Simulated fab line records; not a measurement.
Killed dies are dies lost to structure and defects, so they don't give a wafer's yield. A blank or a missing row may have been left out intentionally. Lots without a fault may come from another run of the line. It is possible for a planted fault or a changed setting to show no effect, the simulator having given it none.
Which of the tools did it? || flow sky130 || 13 lots, 39 wafers sampled, at 5 steps of a route of 708

== WHAT EACH GAUGE READ, for each wafer ==
SKY_VT_ADJUST_HVTP_TW_MEAS_11. Usual: VT_ADJUST_HVTP_TW gives 1355 (standard deviation 12).
{"lot": "L471", "measured": "day 6 15:02", "on": "film-metro-01", "VT_ADJUST_HVTP_TW": "1370 1375 1373", "flag": ""}
{"lot": "L472", "measured": "day 7 00:55", "on": "film-metro-01", "VT_ADJUST_HVTP_TW": "1368 1369 1367", "flag": ""}
{"lot": "L473", "measured": "day 7 03:42", "on": "film-metro-04", "VT_ADJUST_HVTP_TW": "1347 1344 1346", "flag": ""}
{"lot": "L476", "measured": "day 7 23:05", "on": "film-metro-01", "VT_ADJUST_HVTP_TW": "1367 1364 1365", "flag": ""}
{"lot": "L478", "measured": "day 8 12:24", "on": "film-metro-04", "VT_ADJUST_HVTP_TW": "1341 1343 1343", "flag": ""}
{"lot": "L479", "measured": "day 8 16:40", "on": "film-metro-01", "VT_ADJUST_HVTP_TW": "1369 1366 1367", "flag": ""}
{"lot": "L482", "measured": "day 9 10:47", "on": "film-metro-03", "VT_ADJUST_HVTP_TW": "1356 1354 1348", "flag": ""}
{"lot": "L486", "measured": "day 10 16:20", "on": "film-metro-01", "VT_ADJUST_HVTP_TW": "1372 1366 1367", "flag": ""}
{"lot": "L487", "measured": "day 10 17:14", "on": "film-metro-04", "VT_ADJUST_HVTP_TW": "1341 1344 1342", "flag": ""}
{"lot": "L489", "measured": "day 11 12:17", "on": "film-metro-01", "VT_ADJUST_HVTP_TW": "1371 1369 1371", "flag": ""}
{"lot": "L490", "measured": "day 11 18:26", "on": "film-metro-04", "VT_ADJUST_HVTP_TW": "1346 1343 1344", "flag": ""}
{"lot": "L491", "measured": "day 11 22:37", "on": "film-metro-04", "VT_ADJUST_HVTP_TW": "1343 1340 1352", "flag": ""}
{"lot": "L492", "measured": "day 12 08:11", "on": "film-metro-04", "VT_ADJUST_HVTP_TW": "1338 1334 1337", "flag": ""}

SKY_VT_ADJUST_LVTN_TW_MEAS_21. Usual: VT_ADJUST_LVTN_2_TW gives 188.1 (standard deviation 1.4).
{"lot": "L471", "measured": "day 8 05:31", "on": "film-metro-03", "VT_ADJUST_LVTN_2_TW": "188.4 190.3 189.4", "flag": ""}
{"lot": "L472", "measured": "day 8 15:40", "on": "film-metro-02", "VT_ADJUST_LVTN_2_TW": "188.6 189.1 189.5", "flag": ""}
{"lot": "L473", "measured": "day 8 19:25", "on": "film-metro-04", "VT_ADJUST_LVTN_2_TW": "186.4 186.8 186.3", "flag": ""}
{"lot": "L476", "measured": "day 9 14:19", "on": "film-metro-02", "VT_ADJUST_LVTN_2_TW": "189.7 189.6 189.9", "flag": ""}
{"lot": "L478", "measured": "day 10 07:27", "on": "film-metro-04", "VT_ADJUST_LVTN_2_TW": "185.3 187.0 186.1", "flag": ""}
{"lot": "L479", "measured": "day 10 11:58", "on": "film-metro-03", "VT_ADJUST_LVTN_2_TW": "189.4 190.3 190.2", "flag": ""}
{"lot": "L482", "measured": "day 11 07:58", "on": "film-metro-02", "VT_ADJUST_LVTN_2_TW": "188.1 188.5 188.2", "flag": ""}
{"lot": "L486", "measured": "day 12 16:30", "on": "film-metro-03", "VT_ADJUST_LVTN_2_TW": "188.8 189.1 189.8", "flag": ""}
{"lot": "L487", "measured": "day 12 18:31", "on": "film-metro-02", "VT_ADJUST_LVTN_2_TW": "188.8 188.9 189.9", "flag": ""}
{"lot": "L489", "measured": "day 13 13:36", "on": "film-metro-04", "VT_ADJUST_LVTN_2_TW": "186.7 186.3 186.8", "flag": ""}
{"lot": "L490", "measured": "day 13 19:59", "on": "film-metro-04", "VT_ADJUST_LVTN_2_TW": "186.8 186.0 184.9", "flag": ""}
{"lot": "L491", "measured": "day 14 00:36", "on": "film-metro-04", "VT_ADJUST_LVTN_2_TW": "187.1 187.4 187.1", "flag": ""}
{"lot": "L492", "measured": "day 14 10:42", "on": "film-metro-04", "VT_ADJUST_LVTN_2_TW": "186.8 186.8 186.8", "flag": ""}

SKY_VT_ADJUST_NCORE_TW_MEAS_11. Usual: VT_ADJUST_NCORE_TW gives 219.4 (standard deviation 1.5).
{"lot": "L471", "measured": "day 9 01:15", "on": "film-metro-04", "VT_ADJUST_NCORE_TW": "217.2 217.9 216.1", "flag": ""}
{"lot": "L472", "measured": "day 9 11:58", "on": "film-metro-01", "VT_ADJUST_NCORE_TW": "222.7 221.6 222.2", "flag": ""}
{"lot": "L473", "measured": "day 9 16:19", "on": "film-metro-01", "VT_ADJUST_NCORE_TW": "221.7 220.7 220.8", "flag": ""}
{"lot": "L476", "measured": "day 10 13:11", "on": "film-metro-04", "VT_ADJUST_NCORE_TW": "217.2 216.7 218.9", "flag": ""}
{"lot": "L478", "measured": "day 11 06:48", "on": "film-metro-02", "VT_ADJUST_NCORE_TW": "219.4 219.6 219.6", "flag": ""}
{"lot": "L479", "measured": "day 11 10:37", "on": "film-metro-02", "VT_ADJUST_NCORE_TW": "219.0 220.2 219.5", "flag": ""}
{"lot": "L482", "measured": "day 12 07:03", "on": "film-metro-04", "VT_ADJUST_NCORE_TW": "216.6 216.5 217.0", "flag": ""}
{"lot": "L486", "measured": "day 13 16:55", "on": "film-metro-01", "VT_ADJUST_NCORE_TW": "219.2 219.7 219.6", "flag": ""}
{"lot": "L487", "measured": "day 13 19:04", "on": "film-metro-01", "VT_ADJUST_NCORE_TW": "220.3 219.9 219.1", "flag": ""}
{"lot": "L489", "measured": "day 14 16:02", "on": "film-metro-01", "VT_ADJUST_NCORE_TW": "220.1 221.3 220.0", "flag": ""}
{"lot": "L490", "measured": "day 14 22:14", "on": "film-metro-01", "VT_ADJUST_NCORE_TW": "221.7 220.1 221.1", "flag": ""}
{"lot": "L491", "measured": "day 15 02:54", "on": "film-metro-04", "VT_ADJUST_NCORE_TW": "216.8 218.0 216.9", "flag": ""}
{"lot": "L492", "measured": "day 15 13:11", "on": "film-metro-02", "VT_ADJUST_NCORE_TW": "219.4 218.7 220.2", "flag": ""}

SKY_VT_ADJUST_PCH_OVL_MEAS_07. Usual: VT_ADJUST_PCH_OVL gives 0.1 nm (standard deviation 1.2).
{"lot": "L471", "measured": "day 10 21:43", "on": "overlay-01", "VT_ADJUST_PCH_OVL (nm)": "1.1 -1.3 -1.2", "flag": ""}
{"lot": "L472", "measured": "day 11 09:50", "on": "overlay-02", "VT_ADJUST_PCH_OVL (nm)": "2.0 -1.3 1.3", "flag": ""}
{"lot": "L473", "measured": "day 11 13:45", "on": "overlay-02", "VT_ADJUST_PCH_OVL (nm)": "-0.4 -1.1 -0.2", "flag": ""}
{"lot": "L476", "measured": "day 12 11:32", "on": "overlay-02", "VT_ADJUST_PCH_OVL (nm)": "0.8 0.0 0.1", "flag": ""}
{"lot": "L478", "measured": "day 13 06:59", "on": "overlay-02", "VT_ADJUST_PCH_OVL (nm)": "- - -", "flag": "OFF"}
{"lot": "L479", "measured": "day 13 11:20", "on": "overlay-02", "VT_ADJUST_PCH_OVL (nm)": "- - -", "flag": "OFF"}
{"lot": "L482", "measured": "day 14 09:14", "on": "overlay-01", "VT_ADJUST_PCH_OVL (nm)": "- - -", "flag": "OFF"}
{"lot": "L486", "measured": "day 15 21:55", "on": "overlay-01", "VT_ADJUST_PCH_OVL (nm)": "-0.9 -0.6 0.8", "flag": ""}
{"lot": "L487", "measured": "day 16 00:33", "on": "overlay-01", "VT_ADJUST_PCH_OVL (nm)": "-1.0 -1.2 0.2", "flag": ""}
{"lot": "L489", "measured": "day 16 22:07", "on": "overlay-02", "VT_ADJUST_PCH_OVL (nm)": "0.5 1.9 1.1", "flag": ""}
{"lot": "L490", "measured": "day 17 05:34", "on": "overlay-02", "VT_ADJUST_PCH_OVL (nm)": "-0.4 1.7 0.1", "flag": ""}
{"lot": "L491", "measured": "day 17 11:08", "on": "overlay-01", "VT_ADJUST_PCH_OVL (nm)": "1.3 1.0 0.4", "flag": ""}
{"lot": "L492", "measured": "day 17 21:34", "on": "overlay-01", "VT_ADJUST_PCH_OVL (nm)": "-1.2 -0.8 -2.2", "flag": ""}

== WHAT TOOL EACH LOT RAN ON (gives the tool, then ch and the chambers of the sampled wafers, and finally the start) ==
{"lot": "L471", "SKY_VT_ADJUST_PCH_DEVELOP_06": "litho-track-01 ch 0, day 10 21:00"}
{"lot": "L472", "SKY_VT_ADJUST_PCH_DEVELOP_06": "litho-track-03 ch 0, day 11 09:00"}
{"lot": "L473", "SKY_VT_ADJUST_PCH_DEVELOP_06": "litho-track-04 ch 0, day 11 13:00"}
{"lot": "L476", "SKY_VT_ADJUST_PCH_DEVELOP_06": "litho-track-01 ch 0, day 12 11:00"}
{"lot": "L478", "SKY_VT_ADJUST_PCH_DEVELOP_06": "litho-track-03 ch 0, day 13 06:00"}
{"lot": "L479", "SKY_VT_ADJUST_PCH_DEVELOP_06": "litho-track-03 ch 0, day 13 11:00"}
{"lot": "L482", "SKY_VT_ADJUST_PCH_DEVELOP_06": "litho-track-03 ch 0, day 14 09:00"}
{"lot": "L486", "SKY_VT_ADJUST_PCH_DEVELOP_06": "litho-track-01 ch 0, day 15 21:00"}
{"lot": "L487", "SKY_VT_ADJUST_PCH_DEVELOP_06": "litho-track-04 ch 0, day 16 00:00"}
{"lot": "L489", "SKY_VT_ADJUST_PCH_DEVELOP_06": "litho-track-01 ch 0, day 16 21:00"}
{"lot": "L490", "SKY_VT_ADJUST_PCH_DEVELOP_06": "litho-track-04 ch 0, day 17 05:00"}
{"lot": "L491", "SKY_VT_ADJUST_PCH_DEVELOP_06": "litho-track-03 ch 0, day 17 10:00"}
{"lot": "L492", "SKY_VT_ADJUST_PCH_DEVELOP_06": "litho-track-01 ch 0, day 17 21:00"}
- SKY_VT_ADJUST_PCH_DEVELOP_06: develop time 60 s.

== WHAT THE TOOLS THEMSELVES READ (means of the sampled wafers that have a number; where no wafer has one, the mark that the record gives instead) ==
SKY_VT_ADJUST_PCH_DEVELOP_06. Usual: chill-plate-temp-C at 22.99 C, with a standard deviation of 0.1.
{"lot": "L471", "tool": "litho-track-01", "chill-plate-temp-C (C)": 22.97, "flag": ""}
{"lot": "L472", "tool": "litho-track-03", "chill-plate-temp-C (C)": 22.91, "flag": ""}
{"lot": "L473", "tool": "litho-track-04", "chill-plate-temp-C (C)": 22.97, "flag": ""}
{"lot": "L476", "tool": "litho-track-01", "chill-plate-temp-C (C)": 22.95, "flag": ""}
{"lot": "L478", "tool": "litho-track-03", "chill-plate-temp-C (C)": 22.98, "flag": ""}
{"lot": "L479", "tool": "litho-track-03", "chill-plate-temp-C (C)": 22.88, "flag": ""}
{"lot": "L482", "tool": "litho-track-03", "chill-plate-temp-C (C)": 22.93, "flag": ""}
{"lot": "L486", "tool": "litho-track-01", "chill-plate-temp-C (C)": 23.08, "flag": ""}
{"lot": "L487", "tool": "litho-track-04", "chill-plate-temp-C (C)": 23.13, "flag": ""}
{"lot": "L489", "tool": "litho-track-01", "chill-plate-temp-C (C)": 23.03, "flag": ""}
{"lot": "L490", "tool": "litho-track-04", "chill-plate-temp-C (C)": 22.94, "flag": ""}
{"lot": "L491", "tool": "litho-track-03", "chill-plate-temp-C (C)": 22.92, "flag": ""}
{"lot": "L492", "tool": "litho-track-01", "chill-plate-temp-C (C)": 23.07, "flag": ""}

== THE ANSWER, worked out from the rows above alone ==
Rule: lot off if the mean of its wafers having a number is beyond 3 standard deviations from the usual mean. A lot without any number at a reading at which 4 lots or more have one is off too. Where the step has rows for the other lots, those lots are counted as sound. First the gauges in route order, then the tools' own readings, where a lot's mean is used as printed above. At the first step where some lot is off, the reading lying furthest off is the one used; lots without a number count as furthest.
Off: L478, L479, L482, seen at SKY_VT_ADJUST_PCH_OVL_MEAS_07 (VT_ADJUST_PCH_OVL). Without a number there: L478, L479, L482.
A tool fits if, at a process step before that reading, it ran every lot that is off, and no sound lot after the first of them. Gauges at SKY_VT_ADJUST_PCH_OVL_MEAS_07: tried the same way as those tools. No candidate that was tried fits.

== WHAT THE SIMULATOR HAD INSERTED ==
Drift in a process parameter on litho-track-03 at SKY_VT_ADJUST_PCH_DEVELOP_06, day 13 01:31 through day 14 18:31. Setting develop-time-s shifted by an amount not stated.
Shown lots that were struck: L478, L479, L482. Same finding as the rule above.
